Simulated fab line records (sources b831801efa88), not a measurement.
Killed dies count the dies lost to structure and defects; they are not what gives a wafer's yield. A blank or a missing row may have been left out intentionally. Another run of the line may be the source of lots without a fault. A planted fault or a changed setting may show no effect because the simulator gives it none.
The tool behind it: which one? :: flow sky130 :: 11 lots with 33 wafers sampled at 3 steps, on a route of 708 steps

WHAT THE GAUGES SHOWED, per wafer
SKY_VIA2_THK_MEAS_01.
lot: L872
measured: day 35 11:59
on: film_metro-02
VIA2_HDPCVD_THK (nm): 1192 1181 1178

lot: L873
measured: day 36 01:10
on: film_metro-02
VIA2_HDPCVD_THK (nm): 1178 1172 1168

lot: L876
measured: day 36 20:04
on: film_metro-03
VIA2_HDPCVD_THK (nm): 1187 1179 1183

lot: L877
measured: day 37 11:43
on: film_metro-01
VIA2_HDPCVD_THK (nm): 1168 1159 1179

lot: L878
measured: day 38 06:05
on: film_metro-01
VIA2_HDPCVD_THK (nm): 1187 1176 1196

lot: L880
measured: day 38 06:52
on: film_metro-02
VIA2_HDPCVD_THK (nm): 1201 1196 1203

lot: L882
measured: day 39 01:56
on: film_metro-01
VIA2_HDPCVD_THK (nm): 1179 1173 1183

lot: L884
measured: day 39 04:05
on: film_metro-01
VIA2_HDPCVD_THK (nm): 1176 1174 1188

lot: L883
measured: day 39 07:06
on: film_metro-02
VIA2_HDPCVD_THK (nm): 1180 1180 1182

lot: L887
measured: day 40 01:12
on: film_metro-01
VIA2_HDPCVD_THK (nm): 1202 1181 1201

lot: L894
measured: day 42 03:20
on: film_metro-03
VIA2_HDPCVD_THK (nm): 1175 1182 1190

WHAT TOOL EACH LOT RAN ON (gives the tool, then ch and the chambers of the sampled wafers, and finally the start)
lot: L872
SKY_METAL2_DESCUM_17: rie_metal-01 ch 0,1, day 35 11:01
SKY_METAL2_STRIP_20: plasma_asher-01 ch 0,1, day 35 11:14

lot: L873
SKY_METAL2_DESCUM_17: rie_metal-03 ch 0,1, day 36 00:16
SKY_METAL2_STRIP_20: plasma_asher-01 ch 0,1, day 36 00:27

lot: L876
SKY_METAL2_DESCUM_17: rie_metal-01 ch 0,1, day 36 19:10
SKY_METAL2_STRIP_20: plasma_asher-02 ch 0,1, day 36 19:20

lot: L877
SKY_METAL2_DESCUM_17: rie_metal-04 ch 1, day 37 10:47
SKY_METAL2_STRIP_20: plasma_asher-04 ch 0,1, day 37 10:58

lot: L878
SKY_METAL2_DESCUM_17: rie_metal-01 ch 1, day 38 05:11
SKY_METAL2_STRIP_20: plasma_asher-01 ch 0,1, day 38 05:22

lot: L880
SKY_METAL2_DESCUM_17: rie_metal-03 ch 0,1, day 38 05:58
SKY_METAL2_STRIP_20: plasma_asher-04 ch 0,1, day 38 06:09

lot: L882
SKY_METAL2_DESCUM_17: rie_metal-01 ch 0,1, day 39 01:02
SKY_METAL2_STRIP_20: plasma_asher-01 ch 0,1, day 39 01:13

lot: L884
SKY_METAL2_DESCUM_17: rie_metal-04 ch 0, day 39 03:10
SKY_METAL2_STRIP_20: plasma_asher-01 ch 1, day 39 03:21

lot: L883
SKY_METAL2_DESCUM_17: rie_metal-01 ch 0,1, day 39 06:05
SKY_METAL2_STRIP_20: plasma_asher-01 ch 0,1, day 39 06:16

lot: L887
SKY_METAL2_DESCUM_17: rie_metal-03 ch 0,1, day 40 00:14
SKY_METAL2_STRIP_20: plasma_asher-02 ch 0,1, day 40 00:26

lot: L894
SKY_METAL2_DESCUM_17: rie_metal-03 ch 0,1, day 42 02:26
SKY_METAL2_STRIP_20: plasma_asher-01 ch 0,1, day 42 02:37
- SKY_METAL2_DESCUM_17: chemistry O2, time 8 s.
- SKY_METAL2_STRIP_20: strips in O2/N2.

THE ANSWER, worked out from the rows above alone
Rule: the lots themselves supply what counts as usual. Put in order of their means at a reading, lots are off if they are a third of the lots or fewer, leave a main group of 4 or more, and stand apart from it by a gap of 3 or more times the standard deviation of the main group's means; of several such gaps the widest counts. A main group is skipped when, at the precision printed for the reading in the tables above, its means are all equal. Also off: a lot with no number at a reading for which 4 or more lots have one. Any other lot the step has rows for is counted as sound.
Across all readings shown, no lot is off: no conclusion can be drawn from this.

WHAT HAD BEEN PUT IN BY THE SIMULATOR
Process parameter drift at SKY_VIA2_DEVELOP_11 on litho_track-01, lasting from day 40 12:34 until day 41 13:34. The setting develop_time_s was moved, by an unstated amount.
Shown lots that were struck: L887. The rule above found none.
